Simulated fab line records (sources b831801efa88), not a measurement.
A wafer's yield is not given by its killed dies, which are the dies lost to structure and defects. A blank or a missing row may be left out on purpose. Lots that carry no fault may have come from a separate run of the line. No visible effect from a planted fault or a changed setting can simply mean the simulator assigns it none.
Chamber matching    flow sky130    pecvd-02 running SKY_CAPM_CVD_00: 3 sister chambers
The step deposits SiO2, target thk 15.5 nm. 6 wafers are shown with their chamber, then 7 later ones without.

## WAFERS WITH THEIR CHAMBER
wafer   chamber  heaterPowerW (W)  susceptorTempC (C)
L086.4  1        806               399.96
L093.2  1        730               399.82
L093.3  2        704               399.90
L093.5  0        571               400.00
L094.1  2        625               400.17
L094.3  0        571               399.75

## WAFERS WHOSE CHAMBER IS MISSING
wafer   heaterPowerW (W)  susceptorTempC (C)
L094.6  725               399.67
L095.1  727               400.24
L095.4  730               400.53
L095.5  576               400.10
L097.1  688               400.31
L097.3  525               399.80
L097.5  540               400.22

## EACH ONE'S CHAMBER
wafer   from the rows above           in truth
L094.6  can't be placed: 1 or 2 or 0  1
L095.1  can't be placed: 2 or 1       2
L095.4  can't be placed: 2 or 1 or 0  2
L095.5  can't be placed: 0 or 2       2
L097.1  can't be placed: 2 or 1 or 0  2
L097.3  0                             0
L097.5  can't be placed: 0 or 2       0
1 of 7 placed correctly. Cannot be placed on the basis of these rows: 6; the candidates contain the true chamber in 6. 0 placed wrongly.
How it was worked out, from the rows above alone: a wafer's distance from a chamber is the root of the sum, over the readings, of the square of ((its reading less the chamber's mean) divided by the reading's scatter). The wafer belongs to the nearest chamber; if the next one is less than 2 further off, it can't be placed. For every chamber, the mean is computed from those of its wafers that are shown. The scatter: the root of (the sum of the squares of (reading less its chamber's mean) over the shown wafers, divided by (wafers less chambers)).
